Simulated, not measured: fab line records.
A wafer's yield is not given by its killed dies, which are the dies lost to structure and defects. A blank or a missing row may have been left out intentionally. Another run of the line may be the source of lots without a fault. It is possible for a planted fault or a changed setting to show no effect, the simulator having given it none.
Problem report, 8D (eight disciplines) form, completed by code	flow sky130	the parts of the form that need people (team, actions taken, sign-off) are left out

== 1. WHAT WENT WRONG ==
Mean of platenRpm at SKY_VIA1_CMP_02: 66.04 rpm across 6 wafers in 2 lots; on wafers with no fault it is 60.00 rpm (standard deviation 0.046). That is +99 or more standard deviations from the usual mean.
The step: polishes SiO2.
First seen on wafer L487.4, day 34 00:13, on cmp-02. Wafers with a number at this step in the record: 33, from 11 lots. Rule for "out" (also "out of limits"): further than 4 standard deviations from the usual mean. The rest of the wafers with a number are treated as sound.

== 2. WHAT IT IS, AND WHAT IT ISN'T ==
question	is	is not
which readings at this step	platenRpm	motorCurrentA, slurryFilterDpKPa
which lots	L486, L487	L484, L485, L500, L501, L502, L503, L504, L505, L506
which wafers of those lots	all that have a number	-
read on which tools	cmp-02	cmp-01
when	from day 34 00:13	up to then (6 sound wafers); but 21 sound wafers of L500, L501, L502, L503, L504, L505, L506 came after

== 3. WHAT RULES OUT EACH SUSPECT ==
Counting: any tool at a process step up to the reading is kept as a suspect provided that every lot that is out went through it and no sound lot did after the first of them.
- cmp-02 at SKY_VIA1_CMP_02 (polishes SiO2): ruled out as a lasting fault. After its first lot that is out, L487 (day 34 00:13), sound lots L501, L503, L504, L505, L506 ran on it.
Left after counting: nothing in the record.

== 4. THE CAUSE (what the simulator had put in) ==
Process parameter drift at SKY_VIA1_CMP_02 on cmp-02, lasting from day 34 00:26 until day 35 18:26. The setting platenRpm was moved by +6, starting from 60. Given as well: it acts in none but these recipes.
Counting ruled it out, wrongly.

== 5. THE CHAIN OF EFFECTS, in route order ==
One row per reading whose mean, taken over the struck wafers that have a number, lies over 3 standard deviations from the usual. Scope: only readings with a usual standard deviation given in the record; hours: median across lots of the time from each lot's start at the first step in this table that gives one to its start at this step; sigmas: change in usual standard deviations.
hours	step	reading	usual	on struck wafers	change	sigmas
0	SKY_VIA1_CMP_02	platenRpm	60.00 rpm	66.04	+6.04	+99 or more
It contains these process steps:
- SKY_VIA1_CMP_02: polishes SiO2.
At these later measuring or inspecting steps, every struck wafer for which the step has a row has a number for every such reading, and none has moved that far: SKY_VIA1_BOW_MEAS_03.

== 6. HOW IT WOULD HAVE BEEN CAUGHT EARLIER ==
In this record the first reading out of limits was taken at day 34 00:13.
